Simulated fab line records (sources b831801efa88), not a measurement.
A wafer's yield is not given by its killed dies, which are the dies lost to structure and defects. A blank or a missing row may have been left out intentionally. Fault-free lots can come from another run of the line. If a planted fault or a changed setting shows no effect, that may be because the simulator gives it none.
fab line records	flow sky130
record lots=14	wafers=42	last-day=50
route steps=708 shown FIELD_ISO@15 PWDE@52 NWELL@61
lots that met no fault: from a run of the same line without faults
start-h: start of the lot's first displayed wafer, in hours after the record's first day	wait-h: hours elapsed since this lot's preceding step	" repeats the value in the row above	L1.1+2: a single row standing in for several wafers	- no value, or no start given	* or withheld: withheld	< > ~ a bound
route shown NAME@n: a module of which the file shows steps, and the number in the route of the first	usual: the fault-free wafers' mean and standard deviation	same: alike in all rows	chamber/n: place in a boat	sites: per-site readings	_std_site: how widely they spread, as a standard deviation	_edge_site: inner sites' mean taken away from outer sites' mean	radius-mm: for every site, how far away it sits from the centre of the wafer	mask NAME#n: copy n	behind: the tool/chamber that last shaped the wafer	hold: why the lot was held/for how many hours/how that ended	device: names the non-switching transistor (n, p or np)	end of line: the tests these same wafers got at the end of their route	step lacking rows: just its recipe	killed: dies lost to structure and defects at the first sort, not the wafer's yield	map: per-die view of a wafer (x killed, . not killed, _ where there is no die)
set.NAME: the setting as run; set.NAME@STEP: as run at that earlier step	model.NAME: the simulator's own value behind a step, which no gauge read
the route's steps for a sample of lots (tables are steps, rows are wafers)
services: a tool's chamber out of use, with start hour (start-h, from the record's first day; less than 0 if before it), hours out, and reason
## steps
# step SKY_FIELD_ISO_ETCH_14
# recipe chemistry=N2/H2	target=BARC	ion-energy-ev=200	source-w=500	bias-w=100	pressure-mtorr=30	n2-flow-sccm=100	h2-flow-sccm=200	stop-on=SiO2	time-s=45.9	target-depth-a=600
# usual drypump-motor-current-A=5.5/0.37	h2-flow-sccm=200.0/0.61	oes-product-au=0.855/0.0047	throttle-valve-pct=13.224/0.0092
lot.wafer	tool	chamber	start-h	wait-h	drypump-motor-current-A	h2-flow-sccm	oes-product-au	rf-hours-counter-h	throttle-valve-pct
L207.2	rie-diel-03	0	30.01	0.1	5.3	200.6	0.860	84	13.212
L207.3	"	1	"	"	5.1	199.6	0.857	121	13.230
L207.6	"	1	"	"	5.1	200.5	0.854	-	13.204
L208.1	rie-diel-01	0	33.71	0.1	4.8	200.0	0.855	49	13.228
L208.3	"	3	"	"	5.4	200.2	0.858	51	13.224
L208.4	"	1	"	"	6.1	199.4	0.852	45	13.228
L209.2	rie-diel-02	3	39.40	0.1	5.5	201.2	0.853	38	13.206
L209.3	"	1	"	"	6.0	199.4	0.859	4	13.239
L209.6	"	1	"	"	6.0	199.4	0.846	-	13.217
L210.3	rie-diel-02	1	44.41	0.1	6.0	200.7	0.859	4	13.225
L210.4	"	2	"	"	5.5	199.8	0.863	101	13.232
L210.6	"	2	"	"	5.5	200.2	0.854	-	13.221
L217.3	rie-diel-03	1	80.85	0.1	5.1	201.1	0.860	122	13.228
L217.4	"	0	"	"	5.4	199.7	0.856	84	13.205
L217.5	"	2	"	"	5.8	199.1	0.857	-	13.210
L218.1	rie-diel-03	2	87.81	0.1	5.8	201.3	0.853	113	13.224
L218.2	"	3	"	"	5.1	200.7	0.846	144	13.231
L218.6	"	0	"	"	5.3	200.2	0.843	-	13.224
L219.1	rie-diel-03	0	91.65	0.1	5.4	200.3	0.855	84	13.233
L219.2	"	1	"	"	5.1	199.4	0.859	122	13.228
L219.6	"	3	"	"	5.1	200.6	0.856	-	13.215
L220.1	rie-diel-03	0	98.80	0.1	5.3	200.3	0.855	84	13.222
L220.2	"	1	"	"	5.1	200.3	0.858	122	13.214
L220.6	"	0	"	"	5.4	200.0	0.850	-	13.235
L222.3	rie-diel-03	0	106.40	0.1	5.4	199.9	0.865	85	13.216
L222.4	"	1	"	"	5.1	199.7	0.854	122	13.220
L222.6	"	2	"	"	5.8	199.2	0.860	-	13.231
L223.2	rie-diel-01	0	113.11	0.1	4.8	200.5	0.852	50	13.218
L223.3	"	1	"	"	6.1	199.8	0.862	47	13.237
L223.6	"	0	"	"	4.9	200.9	0.864	-	13.212
L224.1	rie-diel-02	1	116.90	0.1	6.0	200.9	0.855	6	13.210
L224.2	"	3	"	"	5.5	199.6	0.863	40	13.223
L224.4	"	0	"	"	5.8	199.9	0.855	8	13.215
L225.1	rie-diel-03	0	122.16	0.1	5.3	199.5	0.859	85	13.220
L225.3	"	3	"	"	5.1	200.1	0.855	145	13.221
L225.5	"	3	"	"	5.1	200.3	0.864	-	13.230
L229.2	rie-diel-03	0	144.35	0.1	5.3	201.3	0.846	85	13.222
L229.4	"	2	"	"	5.9	200.7	0.853	114	13.243
L229.5	"	2	"	"	5.9	200.6	0.854	-	13.225
L230.2	rie-diel-03	0	151.01	0.1	5.3	200.4	0.866	86	13.232
L230.3	"	1	"	"	5.1	199.7	0.852	123	13.234
L230.4	"	2	"	"	5.8	200.3	0.853	114	13.206
# step SKY_FIELD_ISO_CMP_27
# recipe stop-on=Si3N4	t-overpolish-s=16	down-force-psi=4	platen-rpm=60	target-thk-nm=457.8	pad-velocity-m-s=0.94248
# usual motor-current-A=11.9/1.1	overpolish-run-s=15.999/0.0098	platen-rpm=60.00/0.042	time-to-endpoint-s=109/4.5
lot.wafer	tool	chamber	start-h	wait-h	motor-current-A	overpolish-run-s	platen-rpm	time-to-endpoint-s
L207.2	cmp-02	3	33.47	0.1	11.5	16.009	59.98	107
L207.3	"	1	"	"	9.9	16.017	59.94	116
L207.6	"	2	"	"	13.2	16.001	59.92	111
L208.1	cmp-02	0	38.29	0.0	11.6	15.987	59.99	109
L208.4	"	2	"	"	13.3	16.000	59.98	109
L208.3	"	3	"	"	11.1	15.991	59.97	104
L209.3	cmp-02	0	43.91	0.0	12.3	16.005	59.98	111
L209.2	"	3	"	"	11.0	15.991	60.02	100
L209.6	"	1	"	"	9.8	16.000	60.04	112
L210.3	cmp-01	0	49.22	0.0	12.4	15.994	60.06	116
L210.4	"	1	"	"	10.9	16.009	59.93	110
L210.6	"	1	"	"	10.4	15.988	59.94	113
L217.3	cmp-01	3	88.66	0.1	12.4	15.994	59.98	109
L217.4	"	0	"	"	12.6	15.998	59.96	114
L217.5	"	2	"	"	12.9	16.007	59.98	109
L218.2	cmp-01	3	94.54	0.3	12.7	16.007	59.95	105
L218.1	"	0	"	"	12.8	15.979	60.04	111
L218.6	"	0	"	"	12.3	16.013	60.02	110
L219.1	cmp-02	1	100.23	0.7	9.4	16.003	60.01	109
L219.2	"	2	"	"	12.3	16.000	59.94	101
L219.6	"	0	"	"	11.6	16.012	59.97	105
L220.1	cmp-02	2	102.36	0.1	13.2	15.997	60.06	107
L220.2	"	0	"	"	12.0	16.012	60.06	107
L220.6	"	3	"	"	11.5	16.003	59.97	101
L222.3	cmp-01	2	111.68	0.0	12.3	15.987	60.09	110
L222.4	"	1	"	"	10.7	16.000	59.99	112
L222.6	"	2	"	"	13.2	15.994	60.01	107
L223.3	cmp-02	0	118.69	0.0	11.8	15.998	59.93	113
L223.2	"	3	"	"	11.3	15.988	60.02	113
L223.6	"	1	"	"	9.8	16.001	59.99	116
L224.2	cmp-01	3	122.50	0.0	12.7	15.986	60.05	110
L224.4	"	1	"	"	10.9	15.985	59.94	109
L224.1	"	2	"	"	13.0	15.993	60.09	114
L225.1	cmp-01	3	128.75	3.2	12.0	15.993	60.04	109
L225.3	"	0	"	"	13.0	15.991	60.03	114
L225.5	"	3	"	"	12.4	16.023	60.06	109
L229.2	cmp-01	0	148.21	0.0	13.2	15.995	60.02	109
L229.4	"	3	"	"	12.5	15.989	59.99	105
L229.5	"	0	"	"	11.7	15.997	60.07	111
L230.2	cmp-01	3	154.42	0.0	12.5	15.996	59.98	101
L230.3	"	1	"	"	10.7	16.001	60.05	104
L230.4	"	2	"	"	12.7	15.996	60.02	106
# step SKY_PWDE_OVL_MEAS_07
# usual PWDE_OVL=-0.4/1.9
lot.wafer	tool	chamber	start-h	wait-h	PWDE_OVL[nm]
L207.2	overlay-01	-	67.44	-	0.4
L207.3	"	-	"	"	0.5
L207.6	"	-	"	"	-0.6
L208.1	overlay-02	-	71.94	-	-2.0
L208.3	"	-	"	"	-0.7
L208.4	"	-	"	"	-0.4
L209.2	overlay-02	-	77.54	-	-2.9
L209.3	"	-	"	"	-2.5
L209.6	"	-	"	"	-3.0
L210.3	overlay-02	-	83.30	-	0.6
L210.4	"	-	"	"	1.8
L210.6	"	-	"	"	2.2
L217.3	overlay-02	-	127.10	-	3.7
L217.4	"	-	"	"	1.0
L217.5	"	-	"	"	2.7
L218.1	overlay-02	-	134.59	-	-0.8
L218.2	"	-	"	"	-0.7
L218.6	"	-	"	"	-0.1
L219.1	overlay-01	-	140.18	-	-3.0
L219.2	"	-	"	"	-1.8
L219.6	"	-	"	"	-2.2
L220.1	overlay-02	-	141.18	-	-0.2
L220.2	"	-	"	"	0.3
L220.6	"	-	"	"	-1.9
L222.3	overlay-02	-	151.60	-	1.9
L222.4	"	-	"	"	0.2
L222.6	"	-	"	"	-0.4
L223.2	overlay-01	-	157.94	-	1.8
L223.3	"	-	"	"	1.7
L223.6	"	-	"	"	2.0
L224.1	overlay-01	-	162.48	-	0.1
L224.2	"	-	"	"	0.7
L224.4	"	-	"	"	-0.8
L225.1	overlay-02	-	169.54	-	0.5
L225.3	"	-	"	"	1.3
L225.5	"	-	"	"	-0.5
L229.2	overlay-02	-	190.34	-	1.6
L229.4	"	-	"	"	-0.6
L229.5	"	-	"	"	-1.9
L230.2	overlay-02	-	199.19	-	-0.8
L230.3	"	-	"	"	0.7
L230.4	"	-	"	"	-1.9
# step SKY_NWELL_PEB_08
# recipe temp-c=115	time-s=withheld
# usual chill-plate-temp-C=23.01/0.1	exhaust-pa=45.0/0.93	resist-line-temp-C=22.98/0.12
lot.wafer	tool	chamber	start-h	wait-h	chill-plate-temp-C	exhaust-pa	resist-line-temp-C
L207.2	litho-track-01	0	83	-	22.98	44.5	22.92
L207.3	"	0	"	"	23.14	44.3	22.97
L207.6	"	0	"	"	23.11	44.1	22.90
L208.1	litho-track-01	0	87	-	22.99	45.7	22.90
L208.3	"	0	"	"	23.00	45.0	23.05
L208.4	"	0	"	"	23.00	44.7	23.08
L209.2	litho-track-01	0	93	-	23.17	44.3	23.14
L209.3	"	0	"	"	23.04	45.2	23.01
L209.6	"	0	"	"	23.05	46.2	23.13
L210.3	litho-track-01	0	99	-	23.13	43.6	22.82
L210.4	"	0	"	"	23.01	43.9	22.76
L210.6	"	0	"	"	22.98	42.5	22.65
L217.3	litho-track-03	-	146	-	-	-	-
L217.4	"	-	"	"	-	-	-
L217.5	"	-	"	"	-	-	-
L218.1	litho-track-01	-	153	-	-	-	-
L218.2	"	-	"	"	-	-	-
L218.6	"	-	"	"	-	-	-
L219.1	litho-track-02	0	159	-	22.92	47.0	22.79
L219.2	"	0	"	"	22.97	47.2	22.86
L219.6	"	0	"	"	23.05	45.6	22.91
L220.1	litho-track-01	0	160	-	23.12	46.0	23.02
L220.2	"	0	"	"	23.13	45.4	22.99
L220.6	"	0	"	"	23.13	46.1	23.13
L222.3	litho-track-02	0	171	-	23.00	45.4	22.87
L222.4	"	0	"	"	23.10	45.1	22.93
L222.6	"	0	"	"	23.12	46.2	22.94
L223.2	litho-track-01	0	177	-	22.87	45.0	22.98
L223.3	"	0	"	"	22.92	44.8	22.97
L223.6	"	0	"	"	22.78	43.2	22.83
L224.1	litho-track-01	0	183	-	22.81	44.9	22.92
L224.2	"	0	"	"	22.93	45.6	23.01
L224.4	"	0	"	"	22.99	44.8	22.98
L225.1	litho-track-03	0	189	-	23.19	45.2	22.92
L225.3	"	0	"	"	23.21	45.6	23.05
L225.5	"	0	"	"	23.01	44.9	23.00
L229.2	litho-track-02	0	211	-	23.10	45.4	23.02
L229.4	"	0	"	"	22.99	44.7	23.03
L229.5	"	0	"	"	22.91	44.5	22.96
L230.2	litho-track-01	0	221	-	22.94	45.1	22.93
L230.3	"	0	"	"	23.18	46.0	22.92
L230.4	"	0	"	"	22.87	43.8	22.79
## services
tool	chamber	start-h	hours	kind
rie-diel-03	-	32.98	37.7	repair
cmp-02	-	44.21	4.0	pm
rie-diel-03	3	44.86	2.0	repair
cmp-02	-	61.98	3.2	repair
cmp-02	-	65.19	4.0	pm
rie-diel-02	0	87.47	4.7	repair
rie-diel-01	1	87.64	6.8	repair
cmp-02	-	92.26	7.0	pm
cmp-01	-	97.17	6.4	repair
litho-track-01	-	105.90	-	consumable-replace:filter
cmp-02	-	121.19	11.0	pm
cmp-01	-	124.22	4.2	repair
cmp-01	-	133.10	8.2	pm
cmp-01	-	141.30	6.4	pm
rie-diel-01	0	143.29	4.1	repair
cmp-01	-	162.31	2.2	repair
rie-diel-03	2	166.15	1.5	repair
cmp-01	-	178.53	2.2	repair
rie-diel-02	0	179.45	2.4	repair
rie-diel-02	2	180.12	3.8	repair
rie-diel-02	3	181.71	3.7	repair
rie-diel-03	3	197.35	-	clean
rie-diel-03	3	197.35	17.2	scheduled-down
rie-diel-02	-	197.56	0.2	repair
## key
first-sign step=SKY_NWELL_PEB_08	reading=tool-record	direction=missing
effect none on later readings
met-at SKY_NWELL_PEB_08
struck-lots L217,L218
sort-left-out L217.3,L217.4,L217.5,L218.1,L218.2,L218.6
tester-left-out L217,L218
not-acting-at SKY_FIELD_ISO_ETCH_14,SKY_FIELD_ISO_CMP_27,SKY_PWDE_OVL_MEAS_07
onset-between 99 146
fault kind=skipped-step-whole	tool=litho-track-01,litho-track-03	chamber=-	onset-h=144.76	steps=SKY_NWELL_PEB_08	scope=struck-lots-only
# tester-left-out: of these lots the tester's yield and bins aren't shown, on N5 and GAA mostly nor the transistor test; their killed dies are dies lost to structure and defects alone, not to doping, threshold or leakage, so they don't give the yield
# sort-left-out: the simulated sort isn't trusted on such a fault, so these wafers' sort isn't shown, and their yield isn't known
